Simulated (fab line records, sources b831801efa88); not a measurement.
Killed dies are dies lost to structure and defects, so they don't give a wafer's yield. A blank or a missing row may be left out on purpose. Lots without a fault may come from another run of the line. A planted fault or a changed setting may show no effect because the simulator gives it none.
fab line records | flow sky130
record lots=7 wafers=21 last_day=49
route steps=708 shown VT_ADJUST_LVTN@99 PAD_OPEN@708
lots that met no fault: from a run of the same line without faults
start_h: hours from the record's first day to the start of the lot's first wafer shown | wait_h: hours since the lot's step before | " the same as in the row above | L1.1+2: a row that stands for several wafers | - no value, or no start given | * or withheld: withheld | < > ~ a bound
route shown NAME@n: a module of which the file shows steps, and the number in the route of the first | usual: mean/standard deviation of fault-free wafers | same: alike in all rows | chamber/n: place in a boat | sites: the reading at each site | _std_site: their standard deviation | _edge_site: outer sites' mean less inner sites' | radius_mm: how far each site lies from the wafer's centre | mask NAME#n: copy n | behind: the tool/chamber that last shaped the wafer | hold: why the lot was held/for how many hours/how that ended | device: the transistor (n, p or np) that didn't switch | end of line: the same wafers' tests at the end of the route | a step without rows: its recipe alone | killed: dies lost to structure and defects at the first sort, not the wafer's yield | map: a wafer's dies, x killed, . not, _ none there
set.NAME: the setting as run; set.NAME@STEP: as run at that earlier step | model.NAME: the simulator's own value behind a step, which no gauge read
lots at some steps of the route; a table a step, a row a wafer
services: from which hour (start_h, from the record's first day; less than 0 if before it) a tool's chamber was out of use, for how many hours, and why
## steps
# step SKY_VT_ADJUST_LVTN_COAT_02
# recipe spin_rpm=2000 resist_thk_nm=3000
# step SKY_VT_ADJUST_LVTN_SOFTBAKE_03
# recipe temp_c=110 time_s=withheld
# step SKY_VT_ADJUST_LVTN_EXPOSE_04
# recipe mask_id=NWM_COMPLEMENT_LESS_NATIVE na=0.6 source_shape=conventional sigma_outer=0.6 polarization=unpolarized target_cd_nm=840 dose_mj=194
# step SKY_VT_ADJUST_LVTN_PEB_05
# recipe temp_c=115 time_s=withheld
# step SKY_VT_ADJUST_LVTN_DEVELOP_06
# recipe wall_angle_deg=90 developer=TMAH develop_time_s=60 dev_temp_c=23
# step SKY_VT_ADJUST_LVTN_OVL_MEAS_07
# usual VT_ADJUST_LVTN_OVL=-0.9/1.6
# columns lot.wafer tool chamber start_h wait_h VT_ADJUST_LVTN_OVL[nm]
L487.2 overlay-02 - 161.47 - -0.7
L487.4 " - " " -1.6
L487.6 " - " " -2.1
L488.1 overlay-01 - 165.09 - 2.2
L488.3 " - " " 0.2
L488.6 " - " " -0.7
L491.3 overlay-02 - 190.77 - -1.4
L491.5 " - " " -1.6
L491.6 " - " " -1.6
L492.1 overlay-01 - 196.09 - 0.1
L492.3 " - " " -2.1
L492.5 " - " " -2.2
L494.1 overlay-01 - 205.81 - -0.7
L494.2 " - " " -0.1
L494.6 " - " " -1.2
L497.2 overlay-02 - 225.62 - -1.6
L497.3 " - " " 0.1
L497.5 " - " " -0.7
L502.1 overlay-01 - 256.86 - -0.7
L502.3 " - " " 0.0
L502.6 " - " " 0.7
# step SKY_VT_ADJUST_LVTN_IMPLANT_08
# recipe species=B energy_kev=30 dose_cm2=1.57e+12 tilt_deg=withheld
# step SKY_VT_ADJUST_LVTN_STRIP_09
# recipe chemistry=O2/N2 power_w=1400 pressure_mtorr=1500 platen_temp_c=withheld o2_flow_sccm=3000 n2_flow_sccm=300 overash_fraction=0.5
# usual drypump_motor_current_A=5.9/0.52 oes_product_au=0.722/0.0042 strip_time_to_endpoint_s=36.93/0.1
# columns lot.wafer tool chamber start_h wait_h drypump_motor_current_A oes_product_au rf_hours_counter_h strip_time_to_endpoint_s
L487.2 plasma_asher-04 0 161.65 0.1 6.4 0.718 4 36.92
L487.4 " 0 " " 6.3 0.721 - 37.03
L487.6 " 0 " " 6.4 0.729 - 37.00
L488.1 plasma_asher-02 1 165.27 0.1 6.5 0.729 47 37.04
L488.3 " 0 " " 5.8 0.716 - 37.09
L488.6 " 0 " " 5.8 0.723 - 36.91
L491.3 plasma_asher-03 1 190.98 0.1 6.0 0.722 - 36.89
L491.5 " 1 " " 6.0 0.724 - 36.85
L491.6 " 0 " " 6.0 0.728 - 36.83
L492.1 plasma_asher-02 0 196.27 0.1 5.8 0.725 50 36.99
L492.3 " 0 " " 5.8 0.724 - 37.08
L492.5 " 1 " " 6.4 0.725 - 36.98
L494.1 plasma_asher-04 0 206.00 0.1 6.4 0.724 9 36.90
L494.2 " 1 " " 4.9 0.717 9 37.00
L494.6 " 1 " " 5.0 0.739 - 36.92
L497.2 plasma_asher-02 0 225.80 0.1 5.8 0.723 53 37.00
L497.3 " 0 " " 5.8 0.714 - 37.00
L497.5 " 0 " " 5.8 0.725 - 36.93
L502.1 plasma_asher-03 1 257.05 0.1 6.1 0.717 45 36.94
L502.3 " 1 " " 6.1 0.724 - 36.96
L502.6 " 1 " " 6.0 0.723 - 36.96
# step SKY_VT_ADJUST_LVTN_TW_MEAS_10
# usual VT_ADJUST_LVTN_TW=242.1/1.7
# columns lot.wafer tool chamber start_h wait_h VT_ADJUST_LVTN_TW
L487.2 film_metro-02 - 161.76 0.1 242.2
L487.4 " - " " 243.0
L487.6 " - " " 242.8
L488.1 film_metro-02 - 165.37 0.1 243.6
L488.3 " - " " 243.1
L488.6 " - " " 243.9
L491.3 film_metro-02 - 191.07 0.1 243.8
L491.5 " - " " 242.9
L491.6 " - " " 244.3
L492.1 film_metro-02 - 196.37 0.1 242.8
L492.3 " - " " 243.3
L492.5 " - " " 241.6
L494.1 film_metro-04 - 206.10 0.1 240.3
L494.2 " - " " 240.9
L494.6 " - " " 240.1
L497.2 film_metro-02 - 225.91 0.1 242.5
L497.3 " - " " 243.2
L497.5 " - " " 243.3
L502.1 film_metro-03 - 257.15 0.1 241.7
L502.3 " - " " 242.4
L502.6 " - " " 242.5
# step SKY_VT_ADJUST_LVTN_DEHYDRATE_11
# recipe temp_c=200 time_s=60
# step SKY_VT_ADJUST_LVTN_HMDS_12
# recipe prime_time_s=61.03 prime_temp_c=120
# step SKY_VT_ADJUST_LVTN_COAT_13
# recipe resist=NOVOLAK spin_rpm=3000 resist_thk_nm=1140
# step SKY_VT_ADJUST_LVTN_SOFTBAKE_14
# recipe temp_c=90 time_s=60 resist=NOVOLAK
# usual exhaust_pa=45.2/0.91 run_length_s=89.05/0.17
# columns lot.wafer tool chamber start_h wait_h exhaust_pa run_length_s
L487.2 litho_track-04 0 171.99 0.1 44.8 89.16
L487.4 " 0 " " 44.9 89.02
L487.6 " 0 " " 44.9 89.02
L488.1 litho_track-04 0 175.41 0.1 44.8 99.40
L488.3 " 0 " " 46.7 99.29
L488.6 " 0 " " 45.5 99.30
L491.3 litho_track-04 0 201.81 0.1 44.3 99.61
L491.5 " 0 " " 45.4 99.32
L491.6 " 0 " " 44.6 99.31
L492.1 litho_track-04 0 206.26 0.1 43.3 99.50
L492.3 " 0 " " 43.5 99.56
L492.5 " 0 " " 44.8 99.33
L494.1 litho_track-02 0 216.61 0.1 44.8 89.32
L494.2 " 0 " " 45.1 89.07
L494.6 " 0 " " 44.0 89.54
L497.2 litho_track-01 0 236.21 0.1 46.9 89.28
L497.3 " 0 " " 46.1 89.12
L497.5 " 0 " " 45.5 89.14
L502.1 litho_track-04 0 269.21 0.1 44.9 88.94
L502.3 " 0 " " 44.9 88.76
L502.6 " 0 " " 43.9 88.79
# step SKY_VT_ADJUST_LVTN_EXPOSE_15
# recipe mask_id=HVN_STD_DERIVED na=0.6 source_shape=conventional sigma_outer=0.6 polarization=unpolarized target_cd_nm=600 dose_mj=163
# step SKY_PAD_OPEN_PROBE_99
# usual killed_at_M0_to_M3=42/7.6 killed_at_M4_up=3.4/2 killed_at_contacts=24/5.9 killed_at_front_end=16/4.5 killed_at_other=0.4/0.58 killed_dies=86/10 killed_open=47/7.6 killed_short=39/6.7
# same gross_dies=492 killed_at_back_side=0
# columns lot.wafer tool chamber start_h wait_h killed_at_M0_to_M3 killed_at_M4_up killed_at_contacts killed_at_front_end killed_at_other killed_dies killed_open killed_short
L488.1 prober-02 - 1102.68 0.1 41 2 16 17 0 76 46 29
L488.3 prober-02 - 1102.78 0.2 57 4 30 11 0 102 47 55
L488.6 prober-02 - 1102.93 0.2 33 0 23 16 0 72 43 29
L491.3 prober-02 - 1124.28 0.2 32 6 26 10 1 75 44 31
L491.5 prober-02 - 1124.38 0.2 43 4 18 16 0 81 40 41
L491.6 prober-02 - 1124.43 0.2 28 4 26 14 0 72 30 42
L494.1 prober-02 - 1137.53 0.1 30 1 27 22 1 81 42 39
L494.2 prober-02 - 1137.58 0.1 47 3 22 9 1 82 42 40
L494.6 prober-02 - 1137.78 0.2 44 3 22 14 0 83 46 35
L497.2 prober-02 - 1151.03 0.1 47 4 24 13 0 88 38 50
L497.3 prober-02 - 1151.08 0.2 35 9 25 17 0 86 47 39
L497.5 prober-02 - 1151.18 0.2 37 6 29 18 0 90 54 36
L502.1 prober-02 - 1179.83 0.1 42 6 31 15 0 94 55 39
L502.3 prober-02 - 1179.93 0.2 48 1 18 23 0 90 52 38
L502.6 prober-02 - 1180.08 0.2 39 2 27 13 0 81 37 44
# killed by level:class
L488.1 VIA1:geometric_particle:open=10 VIA2:geometric_particle:open=7 VIA3:geometric_particle:open=6 CONTACT:geometric_particle:open=5 METAL2:geometric_particle:short=5 LI_CONTACT:geometric_particle:open=4 METAL1:geometric_particle:short=4 FIELD_ISO:geometric_particle:short=3
L488.3 VIA1:geometric_particle:open=17 VIA1:geometric_particle:short=10 LI_CONTACT:geometric_particle:short=7 LOCAL_INTERCONNECT:geometric_particle:short=7 CONTACT:geometric_particle:short=6 VIA2:geometric_particle:open=6 VIA3:geometric_particle:open=5 FIELD_ISO:geometric_particle:short=4
L488.6 CONTACT:geometric_particle:open=10 VIA1:geometric_particle:open=10 FIELD_ISO:geometric_particle:open=6 LI_CONTACT:geometric_particle:open=6 FIELD_ISO:geometric_particle:short=5 METAL2:geometric_particle:short=5 VIA3:geometric_particle:open=5 LOCAL_INTERCONNECT:geometric_particle:short=4
L491.3 CONTACT:geometric_particle:open=10 VIA1:geometric_particle:open=10 VIA3:geometric_particle:open=8 LI_CONTACT:geometric_particle:open=7 METAL4:geometric_particle:short=6 CONTACT:geometric_particle:short=5 METAL2:geometric_particle:short=4 LOCAL_INTERCONNECT:geometric_particle:short=3
L491.5 VIA1:geometric_particle:open=12 LI_CONTACT:geometric_particle:open=8 FIELD_ISO:geometric_particle:short=6 VIA1:geometric_particle:short=6 VIA2:geometric_particle:open=5 CONTACT:geometric_particle:open=4 METAL1:geometric_particle:short=4 VIA3:geometric_particle:short=4
L491.6 CONTACT:geometric_particle:open=10 METAL2:geometric_particle:short=7 FIELD_ISO:geometric_particle:short=5 LI_CONTACT:geometric_particle:open=4 LOCAL_INTERCONNECT:geometric_particle:short=4 METAL1:geometric_particle:short=4 VIA3:geometric_particle:short=4 SPACER:geometric_particle:short=3
L494.1 CONTACT:geometric_particle:open=11 POLY_GATE:geometric_particle:short=7 VIA3:geometric_particle:open=7 LI_CONTACT:geometric_particle:open=6 VIA1:geometric_particle:open=6 FIELD_ISO:geometric_particle:short=5 FIELD_ISO:geometric_particle:open=5 METAL2:geometric_particle:short=5
L494.2 VIA1:geometric_particle:open=9 CONTACT:geometric_particle:open=8 LOCAL_INTERCONNECT:geometric_particle:short=7 METAL2:geometric_particle:short=6 LI_CONTACT:geometric_particle:open=6 METAL1:geometric_particle:short=6 VIA2:geometric_particle:open=6 VIA1:geometric_particle:short=4
L494.6 VIA1:geometric_particle:open=13 VIA2:geometric_particle:open=7 METAL2:geometric_particle:short=7 FIELD_ISO:geometric_particle:open=5 POLY_GATE:geometric_particle:open=5 CONTACT:geometric_particle:short=5 CONTACT:geometric_particle:open=5 VIA1:geometric_particle:short=5
L497.2 VIA2:geometric_particle:open=9 VIA1:geometric_particle:open=9 VIA1:geometric_particle:short=8 METAL2:geometric_particle:short=8 LOCAL_INTERCONNECT:geometric_particle:short=7 LI_CONTACT:geometric_particle:open=6 FIELD_ISO:geometric_particle:short=5 METAL1:geometric_particle:short=5
L497.3 CONTACT:geometric_particle:open=12 VIA1:geometric_particle:open=9 VIA3:geometric_particle:open=7 POLY_GATE:geometric_particle:short=6 LI_CONTACT:geometric_particle:open=6 METAL4:geometric_particle:short=6 FIELD_ISO:geometric_particle:open=4 METAL2:geometric_particle:short=4
L497.5 CONTACT:geometric_particle:open=14 VIA1:geometric_particle:open=10 VIA2:geometric_particle:open=9 CONTACT:geometric_particle:short=7 VIA3:geometric_particle:open=6 POLY_GATE:geometric_particle:short=4 VIA1:geometric_particle:short=4 METAL4:geometric_particle:short=4
L502.1 CONTACT:geometric_particle:open=10 VIA1:geometric_particle:open=9 VIA2:geometric_particle:open=9 POLY_GATE:geometric_particle:open=7 LI_CONTACT:geometric_particle:open=7 VIA3:geometric_particle:open=7 METAL4:geometric_particle:short=6 LOCAL_INTERCONNECT:geometric_particle:short=6
L502.3 VIA1:geometric_particle:open=10 FIELD_ISO:geometric_particle:short=9 VIA3:geometric_particle:open=9 FIELD_ISO:geometric_particle:open=7 CONTACT:geometric_particle:open=7 LI_CONTACT:geometric_particle:open=6 METAL2:geometric_particle:short=6 VIA2:geometric_particle:open=5
L502.6 CONTACT:geometric_particle:open=9 METAL2:geometric_particle:short=8 CONTACT:geometric_particle:short=7 VIA1:geometric_particle:open=7 VIA2:geometric_particle:open=7 LI_CONTACT:geometric_particle:open=6 METAL1:geometric_particle:short=5 FIELD_ISO:geometric_particle:open=4
## services
# columns tool chamber start_h hours kind
plasma_asher-02 - 139.60 2.8 repair
plasma_asher-02 - 167.38 2.8 pm
plasma_asher-04 - 189.91 2.8 pm
plasma_asher-03 - 262.71 1.7 repair
## key
first_sign step=SKY_VT_ADJUST_LVTN_SOFTBAKE_14 reading=run_length_s direction=up sigmas=62 usual=* struck=*
effect none on later readings
met_at SKY_VT_ADJUST_LVTN_SOFTBAKE_14
struck_wafers L488.1,L488.3,L488.6,L491.3,L491.5,L491.6,L492.1,L492.3,L492.5
tester_left_out L488,L491,L492
onset_between 171.99 175.41
fault kind=process_parameter_drift tool=litho_track-04 chamber=- onset_h=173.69 steps=SKY_VT_ADJUST_LVTN_SOFTBAKE_14 channel=time_s offset=* shape=step end_h=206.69 acts_in=* stated=*
# tester_left_out: of these lots the tester's yield and bins aren't shown, on N5 and GAA mostly nor the transistor test; their killed dies are dies lost to structure and defects alone, not to doping, threshold or leakage, so they don't give the yield
